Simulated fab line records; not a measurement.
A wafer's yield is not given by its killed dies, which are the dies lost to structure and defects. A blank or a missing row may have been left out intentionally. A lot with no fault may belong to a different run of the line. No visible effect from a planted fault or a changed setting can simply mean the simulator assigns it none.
Comparing a struck lot with a sound one + flow sky130 + 17 steps out of a route of 708
Sound: these wafers, L199.2, L199.5, L199.6. Wafers struck: L205.1, L205.3, L205.6. Last of all comes the cause.
Order at every step that has rows: each side's tool, ch and its chambers, its first start. Under that, the readings that differ: sound wafers + struck wafers + difference of the means + sigmas: that difference in standard deviations of wafers without a fault.
alike: readings whose means differ by less than 2 such deviations, and words and numbers that are the same on both sides. not compared: withheld readings, readings that some wafer has no value for, bounds like >300 that may hide the same value, and numbers for which the record gives no deviation and whose values overlap.
The two part at a step that has a row with sigmas, a row that says differs or no value, or rows on one side only. Non-overlapping numbers with no deviation appear without sigmas and do not part them. A reading missing from all wafers of one side parts the sides only when that side holds two or more wafers.

first, 1 step without rows for these wafers: SKY_VT_ADJUST_PCH_IMPLANT_08.
SKY_VT_ADJUST_PCH_STRIP_09: strips in O2/N2.
  sound on plasma-asher-03 ch 0,1, day 9 07:37; struck on plasma-asher-02 ch 1, day 10 17:59
| reading               | sound             | struck            | difference | sigmas |
|-----------------------|-------------------|-------------------|------------|--------|
| oes-product-au (a.u.) | 0.731 0.731 0.726 | 0.714 0.722 0.720 | -0.011     | -2     |
  alike: drypump-motor-current-A, o2-flow-sccm, strip-time-to-endpoint-s
  not compared: rf-hours-counter-h
SKY_VT_ADJUST_PCH_TW_MEAS_10:
  struck on film-metro-02, day 10 18:11; sound on film-metro-02, day 9 07:44
  alike: VT_ADJUST_PCH_TW
then, 7 steps without rows for these wafers: SKY_SONOS_TUNNEL_DEHYDRATE_00 (time 60 s); SKY_SONOS_TUNNEL_HMDS_01 (prime time 60 s); SKY_SONOS_TUNNEL_COAT_02 (resist thk 1140 nm); SKY_SONOS_TUNNEL_SOFTBAKE_03 (time 60 s); SKY_SONOS_TUNNEL_EXPOSE_04 (exposes mask TUNM, target cd 410 nm); SKY_SONOS_TUNNEL_PEB_05; SKY_SONOS_TUNNEL_DEVELOP_06 (develop time 60 s).
SKY_SONOS_TUNNEL_CD_MEAS_07: the cd target is 410 nm.
  struck on cd-sem-02, day 11 15:02; sound on cd-sem-01, day 10 02:08
  alike: cd-nm
SKY_SONOS_TUNNEL_OVL_MEAS_08:
  struck on overlay-02, day 11 15:10; sound on overlay-02, day 10 02:14
  alike: SONOS_TUNNEL_OVL
SKY_SONOS_TUNNEL_IMPLANT_09:
  struck on implanter-03, day 11 15:11; sound on implanter-03 ch 0, day 10 02:17
  no value came back on the struck wafers for beam-energy-keV, beam-on-s (s); on the sound wafers beam-energy-keV reads 20.001 20.000 19.995
then, 2 steps without rows for these wafers: SKY_SONOS_TUNNEL_WET_ETCH_10 (etches SiO2 in dHF, target depth 14 nm, time 280 s); SKY_SONOS_TUNNEL_STRIP_11 (strips in SPM, time 600 s).
SKY_SONOS_TUNNEL_TW_MEAS_12:
  struck on film-metro-02, day 11 15:37; sound on film-metro-02, day 10 02:42
| reading         | sound             | struck         | difference | sigmas |
|-----------------|-------------------|----------------|------------|--------|
| SONOS_TUNNEL_TW | 194.7 195.8 195.9 | 29.9 29.7 29.7 | -165.7     | -87    |
then, 1 step without rows for these wafers: SKY_SONOS_TUNNEL_CLEAN_13 (cleans in dHF, time 20 s).

== WHERE THEY PART ==
At SKY_VT_ADJUST_PCH_STRIP_09 first; at SKY_SONOS_TUNNEL_TW_MEAS_12 last (within this record only).

WHY: what had been put in by the simulator
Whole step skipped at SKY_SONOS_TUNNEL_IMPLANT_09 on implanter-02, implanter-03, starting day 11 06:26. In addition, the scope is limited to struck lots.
